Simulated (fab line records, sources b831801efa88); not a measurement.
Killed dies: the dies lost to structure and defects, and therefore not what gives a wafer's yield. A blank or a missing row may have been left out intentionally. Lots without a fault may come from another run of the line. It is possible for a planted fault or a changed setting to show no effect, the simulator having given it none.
What tool caused it? + flow gf180mcu + 12 lots (36 wafers sampled), 1 step of a 602-step route

WHAT THE GAUGES SHOWED, per wafer
GF_V1_RS_MEAS_24: measurement is done with a four-point probe.
| lot  | measured     | on            | V1_W_RS (ohm/sq)  |
|------|--------------|---------------|-------------------|
| L075 | day 18 11:58 | film_metro-04 | 0.323 0.327 0.320 |
| L077 | day 19 01:58 | film_metro-04 | 0.335 0.333 0.331 |
| L079 | day 20 00:59 | film_metro-04 | 0.333 0.332 0.328 |
| L081 | day 21 02:47 | film_metro-02 | 0.333 0.329 0.325 |
| L083 | day 21 11:01 | film_metro-04 | 0.330 0.332 0.334 |
| L085 | day 22 09:50 | film_metro-01 | 0.325 0.325 0.330 |
| L087 | day 23 02:11 | film_metro-04 | 0.321 0.330 0.333 |
| L089 | day 23 21:14 | film_metro-02 | 0.330 0.331 0.337 |
| L091 | day 24 10:35 | film_metro-02 | 0.333 0.329 0.328 |
| L093 | day 24 23:39 | film_metro-04 | 0.326 0.328 0.337 |
| L095 | day 25 15:19 | film_metro-02 | 0.323 0.327 0.325 |
| L097 | day 26 06:55 | film_metro-04 | 0.329 0.331 0.335 |

WHICH TOOL RAN EACH LOT (tool, then ch and the chambers of the sampled wafers, then the start)
Record: no process step prior to these readings.

THE ANSWER, worked out from the rows above alone
Rule: the usual values come from the lots themselves. Put in order of their means at a reading, lots are off if they are a third of the lots or fewer, leave a main group of 4 or more, and stand apart from it by a gap of 3 or more times the standard deviation of the main group's means; of several such gaps the widest counts. The tables above print the reading to a certain number of digits; a main group whose means all agree to those digits is not used. A lot without any number at a reading at which 4 lots or more have one is off too. Where the step has rows for the other lots, those lots are counted as sound.
Across all readings shown, no lot is off: no conclusion can be drawn from this.

WHAT WAS PUT IN BY THE SIMULATOR
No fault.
